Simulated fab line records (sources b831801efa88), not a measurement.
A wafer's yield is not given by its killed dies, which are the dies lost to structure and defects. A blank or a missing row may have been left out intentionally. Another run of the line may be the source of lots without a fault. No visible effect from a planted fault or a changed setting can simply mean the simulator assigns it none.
Problem report, 8D (eight disciplines) form, completed by code || flow gf180mcu || the parts of the form that need people (team, actions taken, sign-off) are left out

== 1. WHAT WENT WRONG ==
spin-speed-rpm at GF_NWELL_COAT_02 reads a mean of 2116.2 rpm on 9 wafers of 3 lots; wafers without a fault read 2000.1 rpm with a standard deviation of 1.3. Measured from the usual mean, that is +89 standard deviations.
The step: resist thk 3000 nm.
Earliest sighting: wafer L698.2 on litho-track-02 at day 5 02:43. The record holds 36 wafers of 12 lots with a number at this step. The rule behind "out" and "out of limits": a value lying over 4 standard deviations away from the usual mean. The rest of the wafers with a number are treated as sound.

== 2. WHAT IT IS, WHAT IT ISN'T ==
{"question": "which readings at this step", "is": "spin-speed-rpm", "is not": "-"}
{"question": "which lots", "is": "L698, L699, L701", "is not": "L690, L691, L694, L696, L706, L708, L709, L711, L712"}
{"question": "which wafers of those lots", "is": "all that have a number", "is not": "-"}
{"question": "read on which tools", "is": "litho-track-02", "is not": "litho-track-01, litho-track-04"}
{"question": "when", "is": "from day 5 02:43", "is not": "up to then (12 sound wafers); but 15 sound wafers of L706, L708, L709, L711, L712 came after"}

== 3. WHAT RULES OUT EACH SUSPECT ==
Counting: a tool at any process step up to the reading remains a suspect when it ran all the lots that are out and ran no sound lot after the first of those.
- litho-track-02 at GF_NWELL_COAT_02 (resist thk 3000 nm): kept. All lots that are out passed through it, beginning with L698 at day 5 02:43, and no sound lot followed; its final sound lot before that point was L696 at day 4 15:23. On those wafers its own readings are out: spin-speed-rpm.
Left after counting: litho-track-02 at GF_NWELL_COAT_02.

== 4. THE CAUSE (what the simulator had put in) ==
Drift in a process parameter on litho-track-02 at GF_NWELL_COAT_02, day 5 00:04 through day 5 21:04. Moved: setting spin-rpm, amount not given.
Counting left only this tool.

== 5. THE CHAIN OF EFFECTS, in route order ==
One row per reading whose mean, taken over the struck wafers that have a number, lies over 3 standard deviations from the usual. Only readings for which the record gives a usual standard deviation are gone through. hours: the time from each lot's start at the first step in this table that gives one to its start at this step, as a median over the lots. sigmas: the change in usual standard deviations.
{"hours": 0, "step": "GF_NWELL_COAT_02", "reading": "spin-speed-rpm", "usual": "2000.1 rpm", "on struck wafers": 2116.2, "change": "+116.1", "sigmas": "+89"}
{"hours": 8, "step": "GF_NWELL_STRIP_10", "reading": "strip-time-to-endpoint-s", "usual": "37.02 s", "on struck wafers": 36.15, "change": -0.87, "sigmas": -9.4}
Here are the process steps it includes:
- GF_NWELL_COAT_02: resist thk 3000 nm.
- GF_NWELL_STRIP_10: strips in O2/N2.
Later steps that measure or inspect, where all struck wafers having a row at the step show a number for every such reading and not one has moved that far: GF_V1_CD_MEAS_14.

== 6. HOW IT WOULD HAVE BEEN CAUGHT EARLIER ==
In this record the first reading out of limits was taken at day 5 02:43, 3 hours after the fault began at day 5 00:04.
